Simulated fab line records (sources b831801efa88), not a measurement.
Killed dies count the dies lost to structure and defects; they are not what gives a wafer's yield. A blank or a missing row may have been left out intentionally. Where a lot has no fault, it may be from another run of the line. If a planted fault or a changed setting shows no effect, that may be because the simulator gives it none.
Which tool was responsible? | flow gf180mcu | 36 wafers sampled from 12 lots at 1 step of a route of 602

## WHAT EACH GAUGE READ, for each wafer
GF_HV_LDD_OVL_MEAS_20.
lot  | measured     | on         | HV_LDD_01_OVL (nm)
L075 | day 11 01:50 | overlay-02 | 1.8 2.2 1.1
L077 | day 11 15:29 | overlay-01 | -1.4 -0.2 -1.4
L079 | day 12 09:11 | overlay-01 | -1.0 -2.0 -1.3
L081 | day 12 20:14 | overlay-01 | -0.3 -0.6 -1.1
L083 | day 13 12:29 | overlay-02 | -3.1 -1.6 -3.0
L085 | day 14 06:41 | overlay-01 | 0.7 1.1 0.1
L087 | day 14 17:59 | overlay-01 | -1.7 -1.7 -0.8
L089 | day 15 12:32 | overlay-02 | 2.8 3.5 3.1
L091 | day 15 23:08 | overlay-02 | 0.4 1.1 1.7
L093 | day 16 15:08 | overlay-02 | 0.5 -0.9 -0.3
L094 | day 17 13:50 | overlay-01 | -0.5 -1.0 -1.9
L097 | day 17 23:39 | overlay-02 | 0.3 -0.4 0.3

## TOOL THAT RAN EACH LOT (tool first, then ch and the chambers of the sampled wafers, then the start)
No process step before these readings appears in the record.

## THE ANSWER, worked out from the rows above alone
Rule: usual is defined by the lots themselves. Put in order of their means at a reading, lots are off if they are a third of the lots or fewer, leave a main group of 4 or more, and stand apart from it by a gap of 3 or more times the standard deviation of the main group's means; of several such gaps the widest counts. The tables above print the reading to a certain number of digits; a main group whose means all agree to those digits is not used. A lot without any number at a reading at which 4 lots or more have one is off too. Where the step has rows for the other lots, those lots are counted as sound.
None of the lots is off at any reading shown; this tells nothing.

## WHAT WAS PUT IN BY THE SIMULATOR
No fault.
